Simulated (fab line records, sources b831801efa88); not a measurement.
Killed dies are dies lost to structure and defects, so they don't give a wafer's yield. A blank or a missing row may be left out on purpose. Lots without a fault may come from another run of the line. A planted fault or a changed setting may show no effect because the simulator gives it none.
fab line records | flow sky130
record lots=24 wafers=72 last_day=50
route steps=708 shown POLY_CUT@319 LOCAL_INTERCONNECT@399 CONTACT@423 VIA2@523 METAL5@666
lots that met no fault: from a run of the same line without faults
start_h: hours from the record's first day to the start of the lot's first wafer shown | wait_h: hours since the lot's step before | " the same as in the row above | L1.1+2: a row that stands for several wafers | - no value, or no start given | * or withheld: withheld | < > ~ a bound
route shown NAME@n: a module of which the file shows steps, and the number in the route of the first | usual: mean/standard deviation of fault-free wafers | same: alike in all rows | chamber/n: place in a boat | sites: the reading at each site | _std_site: their standard deviation | _edge_site: outer sites' mean less inner sites' | radius_mm: how far each site lies from the wafer's centre | mask NAME#n: copy n | behind: the tool/chamber that last shaped the wafer | hold: why the lot was held/for how many hours/how that ended | device: the transistor (n, p or np) that didn't switch | end of line: the same wafers' tests at the end of the route | a step without rows: its recipe alone | killed: dies lost to structure and defects at the first sort, not the wafer's yield | map: a wafer's dies, x killed, . not, _ none there
set.NAME: the setting as run; set.NAME@STEP: as run at that earlier step | model.NAME: the simulator's own value behind a step, which no gauge read
steps of the route over a sample of lots; a table a step, a row a wafer
services: from which hour (start_h, from the record's first day; less than 0 if before it) a tool's chamber was out of use, for how many hours, and why
## steps
# step SKY_POLY_CUT_STRIP_12
# recipe chemistry=O2/N2 power_w=1400 pressure_mtorr=1500 platen_temp_c=withheld o2_flow_sccm=3000 n2_flow_sccm=300 overash_fraction=0.5
# usual drypump_motor_current_A=5.6/0.37 oes_product_au=0.452/0.0045 strip_time_to_endpoint_s=5.347/0.017
# columns lot.wafer tool chamber start_h wait_h drypump_motor_current_A oes_product_au rf_hours_counter_h strip_time_to_endpoint_s
L074.2 plasma_asher-02 0 556.69 0.0 5.7 0.447 12 5.361
L074.5 " 0 " " 5.7 0.447 - 5.395
L074.6 " 1 " " 6.1 0.453 - 5.373
L075.2 plasma_asher-02 1 566.74 0.0 6.1 0.449 13 5.365
L075.3 " 1 " " 6.2 0.453 - 5.343
L075.6 " 1 " " 6.2 0.454 - 5.371
L076.1 plasma_asher-01 1 602.29 0.0 5.1 0.452 76 5.373
L076.3 " 1 " " 5.1 0.461 - 5.379
L076.6 " 0 " " 5.1 0.447 - 5.399
L077.2 plasma_asher-02 0 604.34 0.0 5.7 0.450 17 5.337
L077.4 " 0 " " 5.7 0.454 - 5.324
L077.5 " 0 " " 5.7 0.464 - 5.341
L079.1 plasma_asher-03 1 605.15 0.0 5.4 0.450 50 5.337
L079.2 " 0 " " 5.8 0.459 50 5.319
L079.4 " 1 " " 5.4 0.448 - 5.345
L080.1 plasma_asher-02 0 605.50 0.0 5.7 0.455 17 5.351
L080.2 " 1 " " 6.1 0.451 17 5.343
L080.5 " 0 " " 5.7 0.446 - 5.347
L078.1 plasma_asher-03 1 605.68 0.0 5.4 0.452 50 5.343
L078.2 " 0 " " 5.8 0.447 50 5.355
L078.4 " 1 " " 5.4 0.454 - 5.350
L081.1 plasma_asher-03 1 615.35 0.0 5.4 0.452 51 5.335
L081.3 " 0 " " 5.8 0.441 - 5.357
L081.4 " 1 " " 5.4 0.455 - 5.351
L082.1 plasma_asher-01 0 624.78 0.0 5.1 0.454 78 5.366
L082.5 " 1 " " 5.1 0.449 - 5.350
L082.6 " 0 " " 5.1 0.455 - 5.352
L083.2 plasma_asher-03 0 634.32 0.0 5.8 0.449 53 5.326
L083.5 " 1 " " 5.4 0.451 - 5.347
L083.6 " 0 " " 5.8 0.445 - 5.344
L085.4 plasma_asher-02 0 647.31 0.1 5.7 0.453 - 5.333
L085.5 " 1 " " 6.1 0.446 - 5.356
L085.6 " 0 " " 5.7 0.454 - 5.338
L084.1 plasma_asher-01 0 648.23 0.0 5.1 0.450 80 5.344
L084.4 " 1 " " 5.1 0.449 - 5.325
L084.5 " 1 " " 5.1 0.449 - 5.340
L086.1 plasma_asher-02 1 659.78 0.0 6.1 0.454 22 5.312
L086.3 " 1 " " 6.2 0.451 - 5.358
L086.4 " 0 " " 5.7 0.451 - 5.314
L089.2 plasma_asher-02 1 693.63 0.0 6.1 0.455 25 5.358
L089.3 " 0 " " 5.7 0.452 - 5.347
L089.4 " 1 " " 6.1 0.452 - 5.343
L087.1 plasma_asher-02 1 695.34 0.0 6.1 0.450 25 5.342
L087.3 " 0 " " 5.7 0.450 - 5.364
L087.4 " 1 " " 6.2 0.456 - 5.326
L088.3 plasma_asher-03 1 696.83 0.1 5.4 0.449 - 5.343
L088.4 " 0 " " 5.8 0.456 - 5.334
L088.5 " 1 " " 5.4 0.449 - 5.343
L090.2 plasma_asher-02 1 698.48 0.0 6.1 0.458 26 5.348
L090.3 " 0 " " 5.6 0.457 - 5.361
L090.4 " 1 " " 6.1 0.457 - 5.367
L092.3 plasma_asher-01 1 700.31 0.1 5.1 0.459 - 5.314
L092.4 " 0 " " 5.1 0.449 - 5.323
L092.6 " 1 " " 5.1 0.457 - 5.339
L091.4 plasma_asher-01 1 701.27 0.1 5.1 0.450 - 5.341
L091.5 " 0 " " 5.1 0.457 - 5.364
L091.6 " 1 " " 5.1 0.464 - 5.340
L093.3 plasma_asher-02 0 708.36 0.1 5.7 0.453 - 5.370
L093.4 " 1 " " 6.1 0.452 - 5.349
L093.5 " 1 " " 6.1 0.458 - 5.316
L094.2 plasma_asher-01 1 716.64 0.0 5.1 0.448 87 5.355
L094.3 " 1 " " 5.1 0.453 - 5.356
L094.6 " 0 " " 5.1 0.449 - 5.344
L095.2 plasma_asher-03 1 728.43 0.0 5.4 0.451 63 5.341
L095.3 " 1 " " 5.4 0.451 - 5.335
L095.6 " 1 " " 5.4 0.444 - 5.349
L096.4 plasma_asher-03 0 733.13 0.0 5.8 0.453 - 5.361
L096.5 " 0 " " 5.8 0.453 - 5.348
L096.6 " 1 " " 5.4 0.452 - 5.374
L097.1 plasma_asher-02 1 739.60 0.0 6.2 0.451 30 5.356
L097.3 " 1 " " 6.1 0.456 - 5.353
L097.4 " 0 " " 5.7 0.458 - 5.372
# step SKY_LOCAL_INTERCONNECT_OVL_MEAS_12
# usual LOCAL_INTERCONNECT_OVL=3/5.4
# columns lot.wafer tool chamber start_h wait_h LOCAL_INTERCONNECT_OVL[nm]
L074.2 overlay-01 - 703.89 0.1 0
L074.5 " - " " -2
L074.6 " - " " 3
L075.2 overlay-01 - 712.44 0.1 5
L075.3 " - " " -3
L075.6 " - " " 3
L076.1 overlay-02 - 744.79 0.1 -1
L076.3 " - " " -1
L076.6 " - " " 5
L077.2 overlay-02 - 747.99 0.1 6
L077.4 " - " " 1
L077.5 " - " " -2
L079.1 overlay-01 - 750.08 0.1 -6
L079.2 " - " " -5
L079.4 " - " " 1
L080.1 overlay-02 - 751.07 0.1 14
L080.2 " - " " 8
L080.5 " - " " 10
L078.1 overlay-01 - 751.08 0.1 -2
L078.2 " - " " 1
L078.4 " - " " 2
L081.1 overlay-01 - 756.54 0.1 -6
L081.3 " - " " -5
L081.4 " - " " -6
L082.1 overlay-01 - 767.73 0.1 3
L082.5 " - " " 10
L082.6 " - " " 8
L083.2 overlay-01 - 776.43 0.1 10
L083.5 " - " " 12
L083.6 " - " " 12
L085.4 overlay-01 - 788.54 0.1 4
L085.5 " - " " 2
L085.6 " - " " 3
L084.1 overlay-02 - 789.54 0.1 7
L084.4 " - " " 7
L084.5 " - " " 8
L086.1 overlay-01 - 802.12 0.1 0
L086.3 " - " " 6
L086.4 " - " " 8
L089.2 overlay-02 - 834.58 0.1 5
L089.3 " - " " 6
L089.4 " - " " 5
L087.1 overlay-02 - 835.48 0.1 4
L087.3 " - " " 5
L087.4 " - " " 0
L088.3 overlay-02 - 835.84 0.1 6
L088.4 " - " " 7
L088.5 " - " " 1
L090.2 overlay-02 - 838.49 0.1 7
L090.3 " - " " 2
L090.4 " - " " 0
L091.4 overlay-02 - 840.89 0.1 3
L091.5 " - " " -3
L091.6 " - " " 1
L092.3 overlay-02 - 844.63 0.1 -11
L092.4 " - " " -8
L092.6 " - " " -2
L093.3 overlay-02 - 847.22 0.1 1
L093.4 " - " " 0
L093.5 " - " " 4
L094.2 overlay-02 - 855.79 0.1 8
L094.3 " - " " 7
L094.6 " - " " 5
L095.2 overlay-02 - 866.69 0.1 11
L095.3 " - " " 5
L095.6 " - " " 16
L096.4 overlay-02 - 870.91 0.1 -4
L096.5 " - " " -2
L096.6 " - " " 5
L097.1 overlay-02 - 876.42 0.1 5
L097.3 " - " " 2
L097.4 " - " " -3
# step SKY_CONTACT_ETCH_17
# recipe target=SiO2 chemistry=C4F8/O2/Ar stop_on=Si3N4 mask_material=KrF-thick source_w=1500 bias_w=1200 pressure_mtorr=40 c4f8_flow_sccm=withheld O2_flow_sccm=6 Ar_flow_sccm=300 time_s=withheld target_depth_a=3400
# usual oes_product_au=0.892/0.0048
# columns lot.wafer tool chamber start_h wait_h oes_product_au
L074.2 rie_diel-02 0 733.09 0.0 0.892
L074.5 " 1 " " 0.897
L074.6 " 0 " " 0.887
L075.2 rie_diel-01 0 741.72 0.0 0.889
L075.3 " 1 " " 0.887
L075.6 " 3 " " 0.895
L076.1 rie_diel-02 1 773.57 0.0 0.891
L076.3 " 0 " " 0.886
L076.6 " 2 " " 0.887
L077.2 rie_diel-02 2 777.39 0.0 0.896
L077.4 " 3 " " 0.888
L077.5 " 3 " " 0.891
L079.1 rie_diel-01 1 778.33 0.0 0.886
L079.2 " 2 " " 0.903
L079.4 " 3 " " 0.883
L080.1 rie_diel-02 2 779.54 0.0 0.893
L080.2 " 3 " " 0.895
L080.5 " 1 " " 0.895
L078.1 rie_diel-01 2 780.37 0.0 0.887
L078.2 " 3 " " 0.898
L078.4 " 2 " " 0.893
L081.1 rie_diel-03 2 783.99 0.0 0.892
L081.3 " 3 " " 0.889
L081.4 " 1 " " 0.889
L082.1 rie_diel-03 2 795.59 0.0 0.897
L082.5 " 3 " " 0.889
L082.6 " 2 " " 0.898
L083.2 rie_diel-02 3 805.30 0.0 0.893
L083.5 " 3 " " 0.891
L083.6 " 2 " " 0.890
L085.4 rie_diel-01 3 817.80 0.0 0.886
L085.5 " 1 " " 0.893
L085.6 " 0 " " 0.892
L084.1 rie_diel-02 3 818.54 0.0 0.887
L084.4 " 2 " " 0.890
L084.5 " 0 " " 0.892
L086.1 rie_diel-03 3 830.47 0.0 0.882
L086.3 " 0 " " 0.907
L086.4 " 1 " " 0.893
L089.2 rie_diel-03 0 861.27 0.0 0.889
L089.3 " 2 " " 0.897
L089.4 " 3 " " 0.885
L087.1 rie_diel-01 0 862.42 0.0 0.886
L087.3 " 2 " " 0.892
L087.4 " 1 " " 0.890
L088.3 rie_diel-02 2 862.69 0.0 0.894
L088.4 " 0 " " 0.897
L088.5 " 3 " " 0.887
L090.2 rie_diel-03 0 865.54 0.0 0.893
L090.3 " 3 " " 0.891
L090.4 " 1 " " 0.888
L091.4 rie_diel-01 1 868.54 0.0 0.883
L091.5 " 2 " " 0.893
L091.6 " 1 " " 0.894
L092.3 rie_diel-01 1 871.74 0.0 0.895
L092.4 " 2 " " 0.896
L092.6 " 2 " " 0.888
L093.3 rie_diel-03 1 875.07 0.0 0.888
L093.4 " 3 " " 0.899
L093.5 " 0 " " 0.895
L094.2 rie_diel-03 3 885.20 0.0 0.887
L094.3 " 2 " " 0.891
L094.6 " 1 " " 0.890
L095.2 rie_diel-02 2 893.95 0.0 0.888
L095.3 " 0 " " 0.895
L095.6 " 0 " " 0.893
L096.4 rie_diel-01 2 897.59 0.0 0.896
L096.5 " 1 " " 0.895
L096.6 " 0 " " 0.893
L097.1 rie_diel-03 3 903.79 0.0 0.896
L097.3 " 2 " " 0.890
L097.4 " 1 " " 0.892
# step SKY_VIA2_STRIP_16
# recipe chemistry=O2/N2 power_w=1400 pressure_mtorr=1500 platen_temp_c=withheld o2_flow_sccm=3000 n2_flow_sccm=300 overash_fraction=0.5
# usual drypump_motor_current_A=5.6/0.33 oes_product_au=0.398/0.0052 strip_time_to_endpoint_s=4.039/0.023
# columns lot.wafer tool chamber start_h wait_h drypump_motor_current_A oes_product_au rf_hours_counter_h strip_time_to_endpoint_s
L074.2 plasma_asher-02 0 847.23 0.0 5.7 0.393 40 4.029
L074.5 " 1 " " 6.1 0.400 - 4.039
L074.6 " 0 " " 5.7 0.400 - 4.005
L075.2 plasma_asher-02 1 855.59 0.0 6.1 0.401 41 4.048
L075.3 " 1 " " 6.2 0.395 - 4.043
L075.6 " 0 " " 5.7 0.400 - 4.013
L076.1 plasma_asher-01 1 885.98 0.0 5.1 0.392 104 4.040
L076.3 " 0 " " 5.1 0.393 - 4.019
L076.6 " 0 " " 5.1 0.398 - 4.048
L077.2 plasma_asher-02 0 888.10 0.0 5.7 0.403 44 4.022
L077.4 " 0 " " 5.7 0.393 - 4.023
L077.5 " 0 " " 5.7 0.397 - 4.035
L079.1 plasma_asher-01 1 891.10 0.0 5.2 0.392 104 4.048
L079.2 " 0 " " 5.1 0.388 104 4.055
L079.4 " 0 " " 5.1 0.403 - 4.073
L078.1 plasma_asher-04 1 891.78 0.0 5.6 0.395 15 4.044
L078.2 " 0 " " 5.7 0.399 15 4.015
L078.4 " 0 " " 5.7 0.400 - 3.989
L080.1 plasma_asher-02 1 892.13 0.0 6.1 0.408 45 4.014
L080.2 " 0 " " 5.7 0.402 45 4.060
L080.5 " 1 " " 6.2 0.389 - 4.012
L081.1 plasma_asher-04 1 896.68 0.0 5.6 0.390 15 4.064
L081.3 " 1 " " 5.6 0.398 - 4.035
L081.4 " 0 " " 5.7 0.397 - 4.032
L082.1 plasma_asher-01 1 911.28 0.0 5.1 0.391 106 4.051
L082.5 " 0 " " 5.1 0.411 - 4.053
L082.6 " 1 " " 5.1 0.404 - 4.074
L083.2 plasma_asher-01 1 915.25 0.0 5.1 0.399 107 4.040
L083.5 " 1 " " 5.1 0.400 - 4.018
L083.6 " 0 " " 5.1 0.404 - 4.061
L085.4 plasma_asher-04 1 925.29 0.1 5.6 0.404 - 4.047
L085.5 " 0 " " 5.7 0.401 - 3.996
L085.6 " 1 " " 5.6 0.396 - 4.004
L084.1 plasma_asher-04 1 925.66 0.0 5.6 0.393 18 3.993
L084.4 " 1 " " 5.5 0.397 - 4.001
L084.5 " 0 " " 5.7 0.395 - 4.012
L086.1 plasma_asher-04 1 942.01 0.0 5.6 0.413 19 4.028
L086.3 " 0 " " 5.7 0.404 - 4.026
L086.4 " 1 " " 5.6 0.404 - 4.010
L089.2 plasma_asher-04 0 969.65 0.0 5.7 0.403 22 4.047
L089.3 " 0 " " 5.7 0.399 - 4.068
L089.4 " 1 " " 5.6 0.400 - 4.046
L087.1 plasma_asher-04 0 971.10 0.0 5.7 0.395 22 4.062
L087.3 " 0 " " 5.7 0.390 - 4.049
L087.4 " 1 " " 5.6 0.400 - 4.013
L088.3 plasma_asher-02 1 971.26 0.1 6.1 0.396 - 4.062
L088.4 " 0 " " 5.7 0.403 - 4.019
L088.5 " 1 " " 6.1 0.390 - 4.043
L090.2 plasma_asher-04 0 972.76 0.0 5.7 0.392 23 4.029
L090.3 " 1 " " 5.6 0.386 - 4.065
L090.4 " 0 " " 5.7 0.403 - 4.056
L091.4 plasma_asher-04 1 974.54 0.1 5.6 0.399 - 4.028
L091.5 " 1 " " 5.6 0.401 - 4.003
L091.6 " 0 " " 5.8 0.404 - 4.007
L092.3 plasma_asher-02 1 977.15 0.1 6.1 0.404 - 4.026
L092.4 " 0 " " 5.7 0.397 - 4.071
L092.6 " 0 " " 5.7 0.395 - 4.069
L093.3 plasma_asher-04 1 978.60 0.1 5.6 0.393 - 4.071
L093.4 " 0 " " 5.7 0.397 - 4.101
L093.5 " 0 " " 5.7 0.402 - 4.047
L094.2 plasma_asher-04 0 992.06 0.0 5.7 0.404 24 4.036
L094.3 " 1 " " 5.6 0.396 - 4.062
L094.6 " 0 " " 5.7 0.390 - 4.047
L095.2 plasma_asher-01 0 996.96 0.0 5.1 0.401 115 4.028
L095.3 " 0 " " 5.1 0.397 - 4.064
L095.6 " 1 " " 5.1 0.402 - 4.065
L096.4 plasma_asher-01 1 1001.49 0.1 5.1 0.407 - 4.036
L096.5 " 0 " " 5.1 0.402 - 4.013
L096.6 " 1 " " 5.1 0.395 - 3.997
L097.1 plasma_asher-02 0 1003.65 0.0 5.7 0.386 56 4.038
L097.3 " 0 " " 5.7 0.408 - 4.061
L097.4 " 1 " " 6.1 0.395 - 4.051
# step SKY_METAL5_RS_MEAS_05
# recipe thk_meas_gauge=four-point-probe reads=TiN_of_METAL5_SPUTTER_04+Ti_of_METAL5_SPUTTER_03+AlCu_of_METAL5_SPUTTER_02+TiN_of_METAL5_SPUTTER_01+Ti_of_METAL5_SPUTTER_00
# usual METAL5_ALCU_RS=0.02692/0.00028
# columns lot.wafer tool chamber start_h wait_h METAL5_ALCU_RS[ohm/sq]
L074.2 film_metro-04 - 1003.07 0.0 0.02751
L074.5 " - " " 0.02739
L074.6 " - " " 0.02737
L075.2 film_metro-04 - 1012.56 0.0 0.02717
L075.3 " - " " 0.02693
L075.6 " - " " 0.02698
L076.1 film_metro-03 - 1036.90 0.0 0.02688
L076.3 " - " " 0.02679
L076.6 " - " " 0.02679
L077.2 film_metro-04 - 1038.03 0.0 0.02667
L077.4 " - " " 0.02692
L077.5 " - " " 0.02698
L079.1 film_metro-04 - 1042.28 0.0 0.02705
L079.2 " - " " 0.02694
L079.4 " - " " 0.02699
L078.1 film_metro-01 - 1042.96 0.0 0.02684
L078.2 " - " " 0.02657
L078.4 " - " " 0.02696
L080.1 film_metro-04 - 1045.38 0.0 0.02719
L080.2 " - " " 0.02729
L080.5 " - " " 0.02728
L081.1 film_metro-04 - 1047.06 0.0 0.02723
L081.3 " - " " 0.02736
L081.4 " - " " 0.02736
L082.1 film_metro-04 - 1061.20 0.0 0.02698
L082.5 " - " " 0.0267
L082.6 " - " " 0.02679
L083.2 film_metro-03 - 1064.58 0.0 0.02718
L083.5 " - " " 0.02707
L083.6 " - " " 0.02708
L085.4 film_metro-01 - 1071.61 0.1 0.02714
L085.5 " - " " 0.02719
L085.6 " - " " 0.0271
L084.1 film_metro-01 - 1072.90 0.0 0.02663
L084.4 " - " " 0.02648
L084.5 " - " " 0.02643
L086.1 film_metro-04 - 1084.94 0.0 0.02687
L086.3 " - " " 0.02692
L086.4 " - " " 0.02706
L089.2 film_metro-01 - 1112.04 0.0 0.02646
L089.3 " - " " 0.02637
L089.4 " - " " 0.02683
L087.1 film_metro-01 - 1113.52 0.0 0.02704
L087.3 " - " " 0.02692
L087.4 " - " " 0.02689
L088.3 film_metro-04 - 1114.46 0.1 0.02728
L088.4 " - " " 0.02722
L088.5 " - " " 0.02727
L090.2 film_metro-04 - 1115.04 0.0 0.02715
L090.3 " - " " 0.02709
L090.4 " - " " 0.02712
L091.4 film_metro-01 - 1115.98 0.1 0.027
L091.5 " - " " 0.02717
L091.6 " - " " 0.02684
L093.3 film_metro-04 - 1117.24 0.1 0.02723
L093.4 " - " " 0.02688
L093.5 " - " " 0.02715
L092.3 film_metro-01 - 1117.46 0.1 0.02681
L092.4 " - " " 0.0268
L092.6 " - " " 0.02701
L094.2 film_metro-04 - 1126.44 0.0 0.02669
L094.3 " - " " 0.0264
L094.6 " - " " 0.027
L095.2 film_metro-01 - 1132.12 0.0 0.02627
L095.3 " - " " 0.02648
L095.6 " - " " 0.02622
L096.4 film_metro-01 - 1137.59 0.1 0.02677
L096.5 " - " " 0.02706
L096.6 " - " " 0.02658
L097.1 film_metro-03 - 1138.92 0.0 0.02697
L097.3 " - " " 0.02689
L097.4 " - " " 0.02675
# step SKY_METAL5_STRIP_16
# recipe chemistry=O2/N2 power_w=1400 pressure_mtorr=1500 platen_temp_c=withheld o2_flow_sccm=3000 n2_flow_sccm=300 overash_fraction=0.5
# usual drypump_motor_current_A=5.45/0.27 oes_product_au=0.710/0.0045 strip_time_to_endpoint_s=13.06/0.11
# columns lot.wafer tool chamber start_h wait_h drypump_motor_current_A oes_product_au rf_hours_counter_h strip_time_to_endpoint_s
L074.2 plasma_asher-03 1 1024.72 0.2 5.43 0.701 92 13.17
L074.5 " 0 " " 5.81 0.708 - 13.05
L074.6 " 1 " " 5.43 0.704 - 13.12
L075.2 plasma_asher-01 0 1035.18 0.2 5.08 0.710 118 13.25
L075.3 " 1 " " 5.11 0.712 - 13.22
L075.6 " 0 " " 5.10 0.715 - 13.27
L076.1 plasma_asher-04 1 1058.18 0.2 5.56 0.710 31 13.01
L076.3 " 1 " " 5.61 0.705 - 13.00
L076.6 " 1 " " 5.56 0.720 - 13.05
L077.2 plasma_asher-03 0 1060.04 0.2 5.83 0.711 95 13.00
L077.4 " 1 " " 5.42 0.718 - 13.08
L077.5 " 1 " " 5.41 0.716 - 13.02
L079.1 plasma_asher-03 1 1064.37 0.2 5.41 0.708 96 13.01
L079.2 " 0 " " 5.80 0.704 96 13.04
L079.4 " 0 " " 5.81 0.709 - 13.01
L078.1 plasma_asher-01 0 1065.53 0.2 5.08 0.705 0 13.19
L078.2 " 1 " " 5.13 0.709 0 13.00
L078.4 " 1 " " 5.13 0.704 - 13.09
L080.1 plasma_asher-04 0 1066.72 0.2 5.74 0.699 32 12.98
L080.2 " 1 " " 5.58 0.707 32 13.20
L080.5 " 0 " " 5.75 0.707 - 13.06
L081.1 plasma_asher-01 1 1068.03 0.2 5.14 0.704 1 12.91
L081.3 " 0 " " 5.10 0.710 - 12.89
L081.4 " 1 " " 5.13 0.706 - 12.96
L082.1 plasma_asher-03 0 1081.39 0.2 5.79 0.709 98 13.25
L082.5 " 0 " " 5.78 0.716 - 13.31
L082.6 " 1 " " 5.43 0.714 - 13.14
L083.2 plasma_asher-01 1 1085.54 0.2 5.14 0.717 2 13.10
L083.5 " 0 " " 5.10 0.718 - 13.06
L083.6 " 1 " " 5.15 0.705 - 13.23
L085.4 plasma_asher-04 0 1092.47 0.1 5.73 0.707 - 13.17
L085.5 " 1 " " 5.55 0.707 - 13.11
L085.6 " 0 " " 5.73 0.709 - 13.10
L084.1 plasma_asher-04 1 1093.57 0.2 5.54 0.707 35 12.97
L084.4 " 1 " " 5.55 0.707 - 12.90
L084.5 " 0 " " 5.72 0.715 - 12.90
L086.1 plasma_asher-03 0 1105.12 0.2 5.83 0.709 100 13.07
L086.3 " 1 " " 5.43 0.707 - 12.90
L086.4 " 0 " " 5.79 0.709 - 13.07
L089.2 plasma_asher-03 1 1131.03 0.2 5.43 0.708 102 13.15
L089.3 " 0 " " 5.77 0.710 - 13.05
L089.4 " 1 " " 5.42 0.705 - 12.94
L087.1 plasma_asher-01 0 1132.48 0.2 5.08 0.716 7 12.99
L087.3 " 1 " " 5.14 0.714 - 13.09
L087.4 " 0 " " 5.10 0.712 - 13.15
L088.3 plasma_asher-01 0 1133.46 0.1 5.08 0.702 - 13.06
L088.4 " 1 " " 5.12 0.713 - 13.05
L088.5 " 0 " " 5.07 0.707 - 13.04
L090.2 plasma_asher-04 0 1134.88 0.2 5.70 0.714 39 13.12
L090.3 " 0 " " 5.72 0.705 - 13.07
L090.4 " 1 " " 5.57 0.707 - 13.22
L091.4 plasma_asher-03 0 1135.59 0.2 5.79 0.710 - 13.04
L091.5 " 0 " " 5.77 0.704 - 13.06
L091.6 " 1 " " 5.40 0.706 - 13.05
L093.3 plasma_asher-01 1 1136.57 0.1 5.13 0.705 - 12.96
L093.4 " 0 " " 5.09 0.709 - 12.81
L093.5 " 1 " " 5.09 0.706 - 12.96
L092.3 plasma_asher-03 0 1136.72 0.1 5.74 0.709 - 13.06
L092.4 " 1 " " 5.43 0.719 - 13.08
L092.6 " 0 " " 5.76 0.711 - 12.95
L094.2 plasma_asher-03 0 1144.57 0.2 5.81 0.714 104 13.05
L094.3 " 0 " " 5.81 0.708 - 13.11
L094.6 " 0 " " 5.78 0.710 - 12.98
L095.2 plasma_asher-01 1 1150.37 0.2 5.15 0.712 8 13.23
L095.3 " 0 " " 5.09 0.709 - 13.11
L095.6 " 1 " " 5.14 0.715 - 13.13
L096.4 plasma_asher-04 0 1156.81 0.1 5.73 0.717 - 13.04
L096.5 " 0 " " 5.71 0.710 - 13.15
L096.6 " 1 " " 5.58 0.711 - 13.09
L097.1 plasma_asher-04 1 1157.77 0.2 5.57 0.708 41 12.98
L097.3 " 1 " " 5.53 0.710 - 13.00
L097.4 " 0 " " 5.73 0.713 - 12.98
## services
# columns tool chamber start_h hours kind
rie_diel-03 1 544.94 19.5 repair
rie_diel-02 3 544.99 19.0 repair
plasma_asher-02 - 563.22 1.4 repair
rie_diel-01 - 571.13 2.8 pm
plasma_asher-04 - 606.65 2.8 pm
rie_diel-01 0 616.98 6.7 repair
rie_diel-01 2 620.37 14.7 repair
rie_diel-01 1 622.28 12.4 repair
plasma_asher-03 - 622.71 0.4 repair
rie_diel-01 3 641.04 38.2 repair
rie_diel-01 1 644.74 8.7 repair
rie_diel-01 0 645.89 9.9 repair
plasma_asher-02 - 665.99 4.9 repair
rie_diel-01 2 718.29 31.3 repair
rie_diel-02 - 721.08 2.8 pm
plasma_asher-04 - 733.75 9.0 pm
rie_diel-02 3 769.98 4.3 repair
plasma_asher-01 - 837.53 0.8 repair
plasma_asher-04 - 883.69 1.8 repair
plasma_asher-04 - 938.07 1.4 repair
plasma_asher-01 - 1045.88 0.9 repair
plasma_asher-01 - 1055.25 9.0 pm
plasma_asher-02 - 1079.54 2.8 pm
plasma_asher-02 - 1156.37 0.8 repair
## key
fault none
